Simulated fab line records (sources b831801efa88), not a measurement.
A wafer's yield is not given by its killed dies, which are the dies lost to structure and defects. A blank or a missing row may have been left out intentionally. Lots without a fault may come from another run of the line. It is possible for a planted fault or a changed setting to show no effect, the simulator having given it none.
Code-filled problem report in 8D (eight disciplines) form + flow gf180mcu + the parts of the form that need people (team, actions taken, sign-off) are left out

## 1. THE ISSUE
Wafers without a fault read 399.6 nm, standard deviation 2.8; cdNm at GF_HV_LDD_CD_MEAS_19 reads a mean of 262.9 nm on 2 wafers belonging to 2 lots. That is -49 standard deviations from the usual mean.
The step: target cd 400 nm.
First seen on wafer L240.5, day 13 15:19, on cdSem-02. At this step, 39 wafers from 13 lots have a number in the record. By rule, "out" or "out of limits" means more than 4 standard deviations away from the usual mean. Any other wafer with a number is counted as sound.

## 2. WHAT THIS IS AND IS NOT
| question                    | is                | is not                                                                                                         |
|-----------------------------|-------------------|----------------------------------------------------------------------------------------------------------------|
| which readings at this step | cdNm              | -                                                                                                              |
| which lots                  | L240, L244        | L231, L232, L234, L237, L247, L249, L250, L251, L252, L253, L254                                               |
| which wafers of those lots  | L240.5, L244.6    | L240.3, L240.4, L244.1, L244.3                                                                                 |
| read on which gauges        | cdSem-02          | cdSem-01                                                                                                       |
| when                        | from day 13 15:19 | up to then (14 sound wafers); but 23 sound wafers of L244, L247, L249, L250, L251, L252, L253, L254 came after |

## 3. WHAT RULES OUT EACH SUSPECT
Counting: if a tool at a process step up to the reading ran every lot that is out, it stays a suspect. Sound lots after the first of them don't rule it out here, since some wafers of a struck lot are sound.
- the gauge at GF_HV_LDD_CD_MEAS_19: kept. All the wafers that are out were read on cdSem-02, and no step on other tools shows them out.
- lithoTrack-02 at GF_HV_LDD_DEVELOP_18 (develop time 60 s): kept. It processed each lot that is out (first: L240, day 13 15:11); up to then, its last sound lot is L237 (day 12 15:31).
What counting leaves: lithoTrack-02 at GF_HV_LDD_DEVELOP_18 and cdSem-02 at GF_HV_LDD_CD_MEAS_19.

## 4. THE CAUSE (what the simulator had put in)
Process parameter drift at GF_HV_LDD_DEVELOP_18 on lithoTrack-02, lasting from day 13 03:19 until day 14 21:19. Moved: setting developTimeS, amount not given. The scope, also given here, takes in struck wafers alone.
This tool is one of the 2 suspects left after counting.

## 5. THE EFFECT CHAIN, in route order
Rows list readings where the struck wafers' mean (over those with a number) sits beyond 3 standard deviations from the usual. Only readings for which the record gives a usual standard deviation are gone through. hours: the time from each lot's start at the first step in this table that gives one to its start at this step, as a median over the lots. sigmas: the change in usual standard deviations.
| hours | step                 | reading | usual    | on struck wafers | change | sigmas |
|-------|----------------------|---------|----------|------------------|--------|--------|
| 0     | GF_HV_LDD_CD_MEAS_19 | cdNm    | 399.6 nm | 262.9            | -136.8 | -49    |
Later measuring or inspecting steps at which every struck wafer that the step has a row for has a number for every such reading, and none has moved that far: GF_HV_LDD_CD_MEAS_31.

## 6. WHAT WOULD HAVE CAUGHT IT SOONER
In this record the first reading out of limits at a measuring or inspecting step was taken at day 13 15:19, 12 hours after the fault began at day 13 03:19.
Tool readings at GF_HV_LDD_DEVELOP_18 with a usual standard deviation given in the record: none out on any struck wafer, hence no alarm at a limit of 4 standard deviations on them.
Of the lots that are out (2), L244 began GF_HV_LDD_DEVELOP_18 on lithoTrack-02 after day 13 15:19. It would have been spared by a hold on the tool at that moment.
